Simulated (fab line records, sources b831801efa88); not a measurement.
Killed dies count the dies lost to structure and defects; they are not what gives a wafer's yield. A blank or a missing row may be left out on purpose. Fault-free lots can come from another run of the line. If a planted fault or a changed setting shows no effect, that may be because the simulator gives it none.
A single fault, viewed from 2 desks / flow gf180mcu / numbers are kept per desk, each desk with only its own; the story behind them comes last

FROM THE METROLOGY DESK
What the gauges read, lot by lot, whatever tool the lot ran on: means of the sampled wafers that have a number. A lot is out of limits, marked OUT, if its mean lies more than 4 standard deviations from the usual mean; the brackets give that distance. Shown here are 7 of its 9 readings, the ones lying furthest out on some lot.
Columns: A = V3_W_RS at GF_V3_RS_MEAS_24, usual 0.328 ohm/sq; B = V3_W_THK at GF_V3_THK_MEAS_25, usual 358 nm; C = M4_ALCU_RS at GF_M4_RS_MEAS_05, usual 0.0701 ohm/sq; D = M4_ALCU_THK at GF_M4_THK_MEAS_06, usual 449 nm; E = M4_OVL at GF_M4_OVL_MEAS_15, usual 0 nm; F = V4_CVD_02_THK at GF_V4_THK_MEAS_03, usual 850 nm; G = V4_BOW at GF_V4_BOW_MEAS_05, usual 132 um
lot=L150; first seen here=day 22 13:22; A=0.334; B=350; C=0.0700; D=447; E=3; F=859; G=115
lot=L158; first seen here=day 25 01:41; A=0.330; B=353; C=0.0714; D=445; E=-7; F=844; G=126
lot=L167; first seen here=day 28 01:52; A=0.332; B=354; C=0.0701; D=452; E=0; F=848; G=129
lot=L170; first seen here=day 29 05:46; A=0.326; B=358; C=0.0703; D=445; E=2; F=849; G=138
lot=L173; first seen here=day 29 22:47; A=0.326; B=357; C=0.0694; D=455; E=-1; F=842; G=125
This desk's finding: nothing out of limits on any of the 5 lots.

AT THE TOOL OWNER'S DESK: pvd_sputter-03
At GF_M4_SPUTTER_04 (material TiN, target thk 50 nm, time 41.7 s) the tool's own readings: per lot run on this tool, the mean of the sampled wafers that have a number. A lot is out of limits, marked OUT, if its mean lies more than 4 standard deviations from the usual mean; the brackets give that distance.
Columns: A = cathode_dc_power_W at GF_M4_SPUTTER_04, usual 6500.0 W; B = throttle_valve_pct at GF_M4_SPUTTER_04, usual 29.8 %
lot=L158; first seen here=day 25 02:21; A=6008.1 (-99 or more) OUT; B=31.0
lot=L173; first seen here=day 29 23:25; A=6499.0; B=30.8
This desk's finding: out of limits on L158; first on L158, day 25 02:21 (cathode_dc_power_W at GF_M4_SPUTTER_04). Within limits: L173.

ALL TOGETHER
An alarm could have come from the tool owner's desk at day 25 02:21, on L158.
The metrology desk saw nothing out of limits.
The metrology desk holds a record of L158, inside its limits.
Every lot named ran GF_M4_SPUTTER_04 on pvd_sputter-03.

WHAT WAS PUT IN BY THE SIMULATOR
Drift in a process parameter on pvd_sputter-03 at GF_M4_SPUTTER_04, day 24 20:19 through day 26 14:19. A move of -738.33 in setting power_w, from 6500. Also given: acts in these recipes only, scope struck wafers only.
Struck lots among those shown: L158.
How many hours passed from the start of the fault until each desk's first out-of-limits reading: the tool owner's desk, 6.
